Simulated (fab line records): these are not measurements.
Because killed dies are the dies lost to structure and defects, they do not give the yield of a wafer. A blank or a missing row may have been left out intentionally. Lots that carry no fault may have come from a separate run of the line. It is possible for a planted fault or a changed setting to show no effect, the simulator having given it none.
Which tool did it? ; flow gf180mcu ; 13 lots, 39 wafers sampled, at 5 steps of a route of 602

== WHAT EACH GAUGE READ, for each wafer ==
GF_HV_LDD_TW_MEAS_23. Usual: for HV_LDD_2_TW the level is 1065 and the standard deviation is 5.
lot;measured;on;HV_LDD_2_TW;flag
L166;day 10 18:21;film metro-03;1059 1063 1066;
L168;day 11 16:34;film metro-02;1061 1057 1058;
L170;day 12 00:38;film metro-03;1065 1068 1069;
L172;day 12 17:20;film metro-03;1068 1067 1067;
L173;day 13 02:44;film metro-03;1066 1066 1072;
L174;day 13 07:21;film metro-03;1064 1069 1069;
L175;day 13 11:20;film metro-03;1069 1070 1072;
L179;day 14 20:25;film metro-03;1066 1071 1065;
L181;day 15 15:23;film metro-03;1076 1069 1072;
L180;day 15 16:17;film metro-02;1064 1066 1071;
L182;day 15 21:41;film metro-02;1063 1062 1061;
L187;day 17 06:05;film metro-03;1069 1067 1071;
L188;day 17 16:32;film metro-02;1063 1062 1064;

GF_NSD_TW_MEAS_12. Usual: for NSD_TW the level is 4303 and the standard deviation is 29.
lot;measured;on;NSD_TW;flag
L166;day 13 08:16;film metro-01;4289 4305 4326;
L168;day 14 09:35;film metro-01;4349 4332 4324;
L170;day 14 16:38;film metro-02;4245 4246 4252;
L172;day 15 10:25;film metro-02;4271 4277 4262;
L173;day 15 19:56;film metro-01;4350 4346 4353;
L174;day 16 03:01;film metro-01;4291 4334 4323;
L175;day 16 06:30;film metro-01;4315 4303 4322;
L179;day 17 22:30;film metro-02;4279 4257 4284;
L181;day 18 16:12;film metro-02;4307 4267 4270;
L180;day 18 17:56;film metro-02;4282 4302 4292;
L182;day 18 23:35;film metro-01;4321 4312 4327;
L187;day 20 12:29;film metro-01;4312 4319 4308;
L188;day 20 21:38;film metro-04;4330 4311 4325;

GF_PSD_CD_MEAS_07 targets a cd of 400 nm. Usual: cd nm at 400.4 nm, with a standard deviation of 2.1.
lot;measured;on;cd nm (nm);flag
L166;day 14 03:55;cd sem-02;398.8 400.0 401.5;
L168;day 15 06:42;cd sem-01;396.7 398.2 398.5;
L170;day 15 13:55;cd sem-01;403.1 400.4 399.9;
L172;day 16 08:13;cd sem-01;397.2 395.3 399.3;
L173;day 16 18:41;cd sem-02;403.5 403.8 402.1;
L174;day 17 00:52;cd sem-02;402.8 404.9 401.9;
L175;day 17 05:35;cd sem-02;397.1 399.1 399.4;
L179;day 18 22:20;cd sem-01;392.2 394.2 392.5;OFF
L181;day 19 16:35;cd sem-02;400.8 401.0 401.9;
L180;day 19 18:07;cd sem-02;397.5 397.1 398.5;
L182;day 20 00:13;cd sem-01;391.3 391.7 390.5;OFF
L187;day 21 12:07;cd sem-01;400.6 400.4 401.5;
L188;day 21 21:32;cd sem-01;398.9 401.0 399.5;

== TOOL THAT RAN EACH LOT (tool first, then ch and the chambers of the sampled wafers, then the start) ==
lot;GF_HV_LDD_STRIP_22;GF_PSD_DEVELOP_06
L166;plasma asher-02 ch 0,1, day 10 18:13;litho track-03 ch 0, day 14 03:47
L168;plasma asher-02 ch 0, day 11 16:27;litho track-03 ch 0, day 15 06:33
L170;plasma asher-04 ch 0,1, day 12 00:32;litho track-04 ch 0, day 15 13:46
L172;plasma asher-02 ch 0,1, day 12 17:14;litho track-04 ch 0, day 16 08:04
L173;plasma asher-01 ch 0,1, day 13 02:38;litho track-04 ch 0, day 16 18:33
L174;plasma asher-02 ch 0,1, day 13 07:16;litho track-04 ch 0, day 17 00:43
L175;plasma asher-01 ch 0,1, day 13 11:14;litho track-01 ch 0, day 17 05:26
L179;plasma asher-04 ch 0,1, day 14 20:18;litho track-04 ch 0, day 18 22:12
L181;plasma asher-04 ch 0,1, day 15 15:17;litho track-01 ch 0, day 19 16:26
L180;plasma asher-02 ch 0,1, day 15 16:11;litho track-01 ch 0, day 19 17:58
L182;plasma asher-01 ch 0,1, day 15 21:35;litho track-04 ch 0, day 20 00:04
L187;plasma asher-01 ch 0,1, day 17 05:59;litho track-01 ch 0, day 21 11:58
L188;plasma asher-04 ch 0,1, day 17 16:26;litho track-03 ch 0, day 21 21:23
- GF_HV_LDD_STRIP_22: strips in O2/N2.
- GF_PSD_DEVELOP_06: develop time 60 s.

== AS READ BY THE TOOLS THEMSELVES (means over the sampled wafers that have a number; for cases with no such wafer, the mark the record gives instead) ==
GF_HV_LDD_STRIP_22. Usual: drypump motor current A 5.7 A, standard deviation 0.33; heater power w 355 W, standard deviation 58; oes product au 0.716 a.u., standard deviation 0.0046; strip time to endpoint s 12.65 s, standard deviation 0.041.
lot;tool;drypump motor current A (A);heater power w (W);oes product au (a.u.);strip time to endpoint s (s);flag
L166;plasma asher-02;5.5;315;0.716;12.61;
L168;plasma asher-02;6.0;304;0.719;12.66;
L170;plasma asher-04;5.5;359;0.714;12.62;
L172;plasma asher-02;5.5;319;0.716;12.69;
L173;plasma asher-01;5.8;425;0.715;12.67;
L174;plasma asher-02;5.5;319;0.713;12.62;
L175;plasma asher-01;5.8;431;0.712;12.62;
L179;plasma asher-04;5.5;340;0.719;12.66;
L181;plasma asher-04;5.5;359;0.715;12.64;
L180;plasma asher-02;5.5;316;0.714;12.60;
L182;plasma asher-01;5.8;431;0.721;12.70;
L187;plasma asher-01;6.0;384;0.719;12.68;
L188;plasma asher-04;5.5;361;0.718;12.72;

GF_PSD_DEVELOP_06. Usual: developer temp C 22.99 C, standard deviation 0.1; resist line temp C 23.01 C, standard deviation 0.11.
lot;tool;developer temp C (C);resist line temp C (C);flag
L166;litho track-03;22.96;23.21;
L168;litho track-03;23.09;22.94;
L170;litho track-04;22.94;23.00;
L172;litho track-04;23.07;22.95;
L173;litho track-04;22.93;22.90;
L174;litho track-04;23.15;22.89;
L175;litho track-01;22.94;23.06;
L179;litho track-04;22.96;22.99;
L181;litho track-01;23.06;22.94;
L180;litho track-01;22.89;23.12;
L182;litho track-04;22.98;23.18;
L187;litho track-01;23.03;22.89;
L188;litho track-03;22.90;23.04;

== THE ANSWER, worked out from the rows above alone ==
Rule: a lot is off if the mean of its wafers that have a number lies more than 3 standard deviations from the usual mean. A lot without any number at a reading at which 4 lots or more have one is off too. The other lots that the step has rows for count as sound. The gauges are gone through in route order, then the tools' own readings, and for those a lot's mean is taken as printed above. At the first step where some lot is off, the reading lying furthest off is the one used; lots without a number count as furthest.
Off, at GF_PSD_CD_MEAS_07 on cd nm: L179, L182.
A tool fits if, at a process step before that reading, it ran every lot that is off, and no sound lot after the first of them. Gauges at GF_PSD_CD_MEAS_07: tried the same way as those tools. One candidate fits, namely litho track-04 at GF_PSD_DEVELOP_06. Its last sound lot is L174 (day 17 00:43), its first lot that is off L179 (day 18 22:12): a fault that began between those two fits.

== WHAT THE SIMULATOR PUT IN ==
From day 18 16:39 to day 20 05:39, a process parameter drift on litho track-04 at GF_PSD_DEVELOP_06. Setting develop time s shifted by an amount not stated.
Lots struck among those shown: L179, L182. The rule above found the same.
